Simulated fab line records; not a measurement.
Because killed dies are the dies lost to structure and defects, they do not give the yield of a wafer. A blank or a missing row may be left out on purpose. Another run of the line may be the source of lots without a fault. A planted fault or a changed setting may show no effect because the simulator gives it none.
Chamber matching -- flow sky130 -- 4 sister chambers for SKY_CONTACT_CMP_27 on cmp-02
The step polishes, stops on SiO2, t overpolish 15 s, target thk 0 nm. 8 wafers are shown with their chamber, then 7 later ones without.

EACH WAFER AND ITS CHAMBER
wafer,chamber,motor_current_A (A),time_to_endpoint_s (s)
L810.6,2,10.9,87
L812.1,3,11.1,86
L813.2,0,9.6,83
L813.3,1,11.0,86
L813.6,2,10.5,83
L816.3,1,11.2,87
L816.4,0,10.0,82
L816.5,3,10.6,90

WAFERS WITHOUT THEIR CHAMBER
wafer,motor_current_A (A),time_to_endpoint_s (s)
L817.1,12.2,87
L817.4,10.7,91
L817.6,9.5,81
L825.6,11.1,88
L831.1,10.7,86
L831.3,11.1,83
L831.6,10.6,86

EACH ONE'S CHAMBER
wafer,from the rows above,in truth
L817.1,can't be placed: 1 or 3 or 2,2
L817.4,can't be placed: 3 or 1 or 2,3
L817.6,0,0
L825.6,can't be placed: 1 or 3 or 2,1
L831.1,can't be placed: 2 or 3 or 1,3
L831.3,can't be placed: 1 or 2 or 3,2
L831.6,can't be placed: 2 or 3 or 1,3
1 of 7 placed correctly. From these rows, 6 cannot be placed; in 6 the true chamber is one of the candidates. 0 placed wrongly.
How it was worked out, from the rows above alone: a wafer's distance from a chamber is the root of the sum, over the readings, of the square of ((its reading less the chamber's mean) divided by the reading's scatter). The wafer belongs to the nearest chamber; if the next one is less than 2 further off, it can't be placed. A chamber's mean is the mean of its shown wafers. How the scatter is found: for the shown wafers, subtract from each reading the mean of its chamber, square and add these, divide the total by (wafers less chambers), then take the root.
